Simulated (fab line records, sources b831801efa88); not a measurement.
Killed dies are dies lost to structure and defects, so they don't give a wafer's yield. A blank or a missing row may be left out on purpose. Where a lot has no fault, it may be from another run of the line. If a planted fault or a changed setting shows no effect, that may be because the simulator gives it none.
Which tool is to blame? | flow sky130 | 36 wafers sampled from 12 lots at 1 step of a route of 708

== WHAT THE GAUGES SHOWED, per wafer ==
SKY_SD_N_CD_MEAS_07 targets a cd of 380 nm.
lot  | measured     | on       | cdNm (nm)
L075 | day 29 03:05 | cdSem-01 | 384 382 384
L077 | day 29 04:58 | cdSem-02 | 382 382 381
L078 | day 29 12:08 | cdSem-01 | 380 379 382
L081 | day 30 09:34 | cdSem-02 | 378 375 378
L084 | day 30 23:34 | cdSem-02 | 384 385 382
L085 | day 31 06:28 | cdSem-01 | 383 383 384
L087 | day 32 10:19 | cdSem-02 | 380 380 385
L089 | day 32 20:26 | cdSem-01 | 384 385 383
L091 | day 33 12:30 | cdSem-02 | 379 381 381
L093 | day 34 07:49 | cdSem-02 | 378 380 381
L095 | day 35 14:37 | cdSem-01 | 382 381 381
L096 | day 36 09:37 | cdSem-02 | 382 380 381

== WHAT TOOL EACH LOT RAN ON (gives the tool, then ch and the chambers of the sampled wafers, and finally the start) ==
No process step before these readings appears in the record.

== THE ANSWER, worked out from the rows above alone ==
Rule: what is usual is taken from the lots themselves. Put in order of their means at a reading, lots are off if they are a third of the lots or fewer, leave a main group of 4 or more, and stand apart from it by a gap of 3 or more times the standard deviation of the main group's means; of several such gaps the widest counts. A main group whose means are all the same, to the digits that the tables above print for the reading, isn't used. Also off: a lot with no number at a reading for which 4 or more lots have one. Where the step has rows for the other lots, those lots are counted as sound.
No lot is off at any reading shown: from this, nothing can be told.

== WHAT HAD BEEN PUT IN BY THE SIMULATOR ==
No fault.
